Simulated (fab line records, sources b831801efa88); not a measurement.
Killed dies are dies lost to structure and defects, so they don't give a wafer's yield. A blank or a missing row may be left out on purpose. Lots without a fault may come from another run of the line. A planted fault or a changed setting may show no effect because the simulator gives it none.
Chamber matching | flow gf180mcu | GF_PASSIVATION_ETCH_11 on rie_diel-03: 4 sister chambers
The step etches the open film in CF4/O2, stops on TiN, target depth 2040 nm, time 453.3 s. 14 wafers are shown with their chamber, then 7 later ones without.

WAFERS WITH THEIR CHAMBER
wafer  | chamber | oes_product_au (a.u.) | rf_fwd_power_W (W) | throttle_valve_pct (%)
L165.2 | 0       | 0.976                 | 799.2              | 5.970
L165.3 | 3       | 0.983                 | 801.1              | 5.985
L165.6 | 3       | 0.987                 | 795.4              | 5.963
L169.2 | 0       | 0.981                 | 800.5              | 5.958
L169.3 | 1       | 0.992                 | 800.0              | 5.951
L169.5 | 3       | 0.988                 | 800.7              | 5.983
L172.1 | 2       | 0.993                 | 802.5              | 5.964
L172.2 | 1       | 0.986                 | 798.7              | 5.968
L172.6 | 1       | 0.979                 | 797.3              | 5.979
L173.1 | 2       | 1.001                 | 799.9              | 5.955
L173.2 | 3       | 0.987                 | 801.1              | 5.973
L173.3 | 0       | 0.989                 | 800.8              | 5.957
L174.1 | 1       | 0.986                 | 799.4              | 5.966
L174.3 | 2       | 0.989                 | 801.5              | 5.985

SIGNATURES (means of the wafers above)
reading            | chamber 0 | chamber 1 | chamber 2 | chamber 3 | scatter within a chamber
oes_product_au     | 0.98200   | 0.98575   | 0.99433   | 0.98625   | 0.0051
rf_fwd_power_W     | 800.167   | 798.850   | 801.300   | 799.575   | 1.8
throttle_valve_pct | 5.96167   | 5.96600   | 5.96800   | 5.97600   | 0.0113
Rule: a wafer's distance from a chamber is the root of the sum, over the readings, of the square of ((its reading less the chamber's mean) divided by the reading's scatter). The wafer belongs to the nearest chamber; if the next one is less than 2 further off, it can't be placed. The scatter: the root of (the sum of the squares of (reading less its chamber's mean) over the shown wafers, divided by (wafers less chambers)).

WAFERS WITHOUT THEIR CHAMBER
wafer  | oes_product_au (a.u.) | rf_fwd_power_W (W) | throttle_valve_pct (%)
L174.4 | 0.989                 | 799.4              | 5.973
L181.2 | 0.984                 | 797.8              | 5.979
L181.5 | 0.986                 | 797.8              | 5.960
L181.6 | 0.993                 | 795.9              | 5.981
L185.1 | 0.993                 | 797.5              | 5.971
L185.2 | 0.990                 | 796.4              | 5.960
L185.4 | 1.000                 | 796.0              | 5.971

WHICH CHAMBER EACH WENT THROUGH
wafer  | from the rows above               | in truth
L174.4 | can't be placed: 3 or 1 or 2 or 0 | 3
L181.2 | can't be placed: 3 or 1 or 0 or 2 | 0
L181.5 | can't be placed: 1 or 0 or 3 or 2 | 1
L181.6 | can't be placed: 3 or 1 or 2 or 0 | 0
L185.1 | can't be placed: 1 or 3 or 2 or 0 | 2
L185.2 | can't be placed: 1 or 3 or 0 or 2 | 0
L185.4 | can't be placed: 2 or 1 or 3 or 0 | 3
Placed correctly: 0 of 7. Can't be placed from these rows: 7 (the true chamber is among the candidates in 7). Placed wrongly: 0.
